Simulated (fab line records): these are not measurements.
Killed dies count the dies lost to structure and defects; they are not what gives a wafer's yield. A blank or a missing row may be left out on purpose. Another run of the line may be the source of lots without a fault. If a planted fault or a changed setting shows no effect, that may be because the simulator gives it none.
What tool caused it? | flow sky130 | 14 lots, 42 wafers sampled, at 2 steps of a route of 708

## WHAT THE GAUGES READ, wafer by wafer
SKY_VT_ADJUST_LVTN_TW_MEAS_21. Usual: VT_ADJUST_LVTN_2_TW typically reads 187.4, with standard deviation 1.9.
lot  | measured     | on            | VT_ADJUST_LVTN_2_TW                 | flag
L386 | day 7 18:07  | film metro-01 | 186.8 186.1 187.2                   |
L388 | day 8 05:19  | film metro-04 | 191.2 191.3 191.2                   |
L390 | day 9 10:14  | film metro-01 | 184.3 185.7 185.9                   |
L391 | day 9 23:55  | film metro-03 | 187.8 187.7 187.6                   |
L393 | day 10 05:18 | film metro-04 | 189.7 188.3 189.4                   |
L394 | day 10 09:48 | film metro-03 | 189.2 186.6 188.8                   |
L397 | day 10 23:19 | film metro-04 | 189.5 190.7 188.9                   |
L396 | day 11 01:41 | film metro-01 | 184.9 186.1 185.2                   |
L398 | day 11 05:38 | film metro-04 | 189.2 188.8 189.9                   |
L402 | day 12 06:39 | film metro-03 | 188.4 187.7 187.6                   |
L405 | day 13 09:14 | film metro-01 | 198.1 198.8 197.3 197.7 198.3 197.8 | OFF
L406 | day 13 16:31 | film metro-03 | 197.3 198.2 197.4 198.8 197.3 196.9 | OFF
L408 | day 13 23:57 | film metro-04 | 188.8 190.0 189.4                   |
L407 | day 14 00:15 | film metro-03 | 187.4 187.4 186.9                   |

## EACH LOT AND THE TOOL THAT RAN IT (in order: tool; ch and the chambers of the sampled wafers; start)
lot  | SKY_VT_ADJUST_LVTN_IMPLANT_19
L386 | implanter-03 ch 0, day 7 17:54
L388 | implanter-01 ch 0, day 8 05:06
L390 | implanter-03 ch 0, day 9 10:01
L391 | implanter-03 ch 0, day 9 23:42
L393 | implanter-03 ch 0, day 10 05:04
L394 | implanter-01 ch 0, day 10 09:33
L397 | implanter-02 ch 0, day 10 23:04
L396 | implanter-01 ch 0, day 11 01:26
L398 | implanter-01 ch 0, day 11 05:23
L402 | implanter-01 ch 0, day 12 06:24
L405 | implanter-03 ch 0, day 13 08:50
L406 | implanter-03 ch 0, day 13 16:17
L408 | implanter-01 ch 0, day 13 23:43
L407 | implanter-02 ch 0, day 14 00:01
- SKY_VT_ADJUST_LVTN_IMPLANT_19

## AS READ BY THE TOOLS THEMSELVES (means over the sampled wafers that have a number; for cases with no such wafer, the mark the record gives instead)
SKY_VT_ADJUST_LVTN_IMPLANT_19. Usual: beam on s 10.02 s, standard deviation 0.18; faraday current uA 3.66, standard deviation 0.066.
lot  | tool         | beam on s (s) | faraday current uA | flag
L386 | implanter-03 | 9.93          | 3.70               |
L388 | implanter-01 | 10.15         | 3.63               |
L390 | implanter-03 | 10.12         | 3.63               |
L391 | implanter-03 | 10.09         | 3.64               |
L393 | implanter-03 | 10.04         | 3.65               |
L394 | implanter-01 | 9.96          | 3.69               |
L397 | implanter-02 | 10.05         | 3.65               |
L396 | implanter-01 | 10.12         | 3.61               |
L398 | implanter-01 | 9.93          | 3.68               |
L402 | implanter-01 | 10.06         | 3.65               |
L405 | implanter-03 | 12.48         | 2.94               | OFF
L406 | implanter-03 | 12.43         | 2.95               | OFF
L408 | implanter-01 | 10.02         | 3.65               |
L407 | implanter-02 | 10.02         | 3.65               |

## THE ANSWER, worked out from the rows above alone
Rule: a lot is off if the mean of its wafers that have a number lies more than 3 standard deviations from the usual mean. A lot without any number at a reading at which 4 lots or more have one is off too. Where the step has rows for the other lots, those lots are counted as sound. Order of review: gauges by route order, followed by the tools' own readings, for which a lot's mean as printed above is used. At the first step where some lot is off, the reading lying furthest off is the one used; lots without a number count as furthest.
Off: L405, L406, seen at SKY_VT_ADJUST_LVTN_TW_MEAS_21 (VT_ADJUST_LVTN_2_TW).
If a tool, at a process step before that reading, ran all the lots that are off and no sound lot after the first of them, it fits. The gauges at SKY_VT_ADJUST_LVTN_TW_MEAS_21 aren't tried: what is off there is off at SKY_VT_ADJUST_LVTN_IMPLANT_19 too, on other tools, and a gauge's error can't cause that. One fits: SKY_VT_ADJUST_LVTN_IMPLANT_19 on implanter-03. A fault onset in the window from L393 (day 10 05:04, its last sound lot) to L405 (day 13 08:50, its first lot off) fits.
The tool's own readings at SKY_VT_ADJUST_LVTN_IMPLANT_19 bear it out: on the lots that are off they differ by more than 5 times the standard deviation of the sound lots' means. beam on s reads 12.46 s there against 10.04 s on the sound lots; faraday current uA reads 2.95 there against 3.65 on the sound lots.

## WHAT THE SIMULATOR HAD PUT IN
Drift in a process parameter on implanter-03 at SKY_VT_ADJUST_LVTN_IMPLANT_19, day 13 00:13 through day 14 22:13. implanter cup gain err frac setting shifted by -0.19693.
Struck lots among those shown: L405, L406. This agrees with what the rule above found.
